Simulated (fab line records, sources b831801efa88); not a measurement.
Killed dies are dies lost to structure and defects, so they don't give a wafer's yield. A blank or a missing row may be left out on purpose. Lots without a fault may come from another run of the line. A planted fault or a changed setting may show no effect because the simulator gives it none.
A struck lot beside a sound one | flow sky130 | 15 steps out of a route of 708
Sound: wafers L960.2, L960.3, L960.6. Struck: wafers L948.2, L948.3, L948.6. The cause comes at the end.
At each step with rows: each side's tool, then ch and its chambers, then its first start. Under that, the readings that differ: sound wafers | struck wafers | difference of the means | sigmas: that difference in standard deviations of wafers without a fault.
alike: readings whose means differ by less than 2 such deviations, and words and numbers that are the same on both sides. not compared: withheld readings, readings that some wafer has no value for, bounds like >300 that may hide the same value, and numbers for which the record gives no deviation and whose values overlap.
The two part at a step that has a row with sigmas, a row that says differs or no value, or rows on one side only. Numbers that don't overlap but have no deviation are shown without sigmas and don't part them. A reading that every wafer of one side lacks parts them only if that side has two wafers or more.

first, 2 steps without rows for these wafers: SKY_METAL3_PEB_11; SKY_METAL3_DEVELOP_12 (develop time 60 s).
SKY_METAL3_CD_MEAS_13: target cd 300 nm.
  sound on cd_sem-02, day 43 12:55; struck on cd_sem-02, day 40 17:52
  alike: cd_nm
SKY_METAL3_OVL_MEAS_14:
  sound on overlay-02, day 43 13:02; struck on overlay-02, day 40 17:58
  alike: METAL3_OVL
SKY_METAL3_DESCUM_15: chemistry O2, time 8 s.
  sound on rie_metal-03 ch 0,1, day 43 13:04; struck on rie_metal-03 ch 0,1, day 40 18:00
  alike: drypump_motor_current_A, oes_product_au, temp_c
  not compared: rf_hours_counter_h
SKY_METAL3_ETCH_16: etches BARC in N2/H2, stops on SiO2, time 88.2 s, target depth 60 nm.
  sound on rie_metal-03 ch 0,1, day 43 13:05; struck on rie_metal-03 ch 0,1, day 40 18:02
  alike: drypump_motor_current_A, n2_flow_sccm, oes_product_au, throttle_valve_pct
  not compared: rf_hours_counter_h
SKY_METAL3_ETCH_17: etches SiO2 in C4F8/O2/Ar, stops on TiN, time 3.9 s, target depth 15 nm.
  sound on rie_diel-03 ch 0,1, day 43 13:11; struck on rie_diel-04 ch 0,2,3, day 40 18:08
  alike: oes_product_au
  not compared: rf_hours_counter_h
SKY_METAL3_METAL_ETCH_18: etches the open film in Cl2/BCl3, stops on SiO2, target depth 845 nm, time 183.1 s.
  sound on rie_metal-04 ch 1, day 43 13:16; struck on rie_metal-04 ch 0,1, day 40 18:09
  alike: drypump_motor_current_A, oes_product_au, throttle_valve_pct
  not compared: rf_hours_counter_h
SKY_METAL3_STRIP_19: strips in O2/N2.
  sound on plasma_asher-01 ch 0,1, day 43 13:34; struck on plasma_asher-03 ch 0,1, day 40 18:20
  alike: drypump_motor_current_A, n2_flow_sccm, oes_product_au, strip_time_to_endpoint_s
  not compared: rf_hours_counter_h
then, 3 steps without rows for these wafers: SKY_METAL3_STRIP_20 (strips in post etch residue remover, time 1200 s); SKY_METAL3_CLEAN_21 (cleans in IPA, time 180 s); SKY_METAL3_CLEAN_22 (cleans in O3/DIW).
SKY_VIA3_HDPCVD_00: deposits SiO2, target thk 1635 nm, time 272.5 s.
  sound on hdpcvd-02 ch 2, day 43 14:11; struck on hdpcvd-01 ch 0,1,2, day 40 19:16
SKY_VIA3_THK_MEAS_01:
  sound on film_metro-04, day 43 14:27; struck on film_metro-04, day 40 19:40
  reading              | sound          | struck         | difference | sigmas
  VIA3_HDPCVD_THK (nm) | 1677 1677 1688 | 3259 3268 3250 | +1578      | +93
then, 1 step without rows for these wafers: SKY_PAD_OPEN_PROBE_99.

WHERE THEY PART
Only at SKY_VIA3_THK_MEAS_01, within this record.

WHY: what the simulator had put in
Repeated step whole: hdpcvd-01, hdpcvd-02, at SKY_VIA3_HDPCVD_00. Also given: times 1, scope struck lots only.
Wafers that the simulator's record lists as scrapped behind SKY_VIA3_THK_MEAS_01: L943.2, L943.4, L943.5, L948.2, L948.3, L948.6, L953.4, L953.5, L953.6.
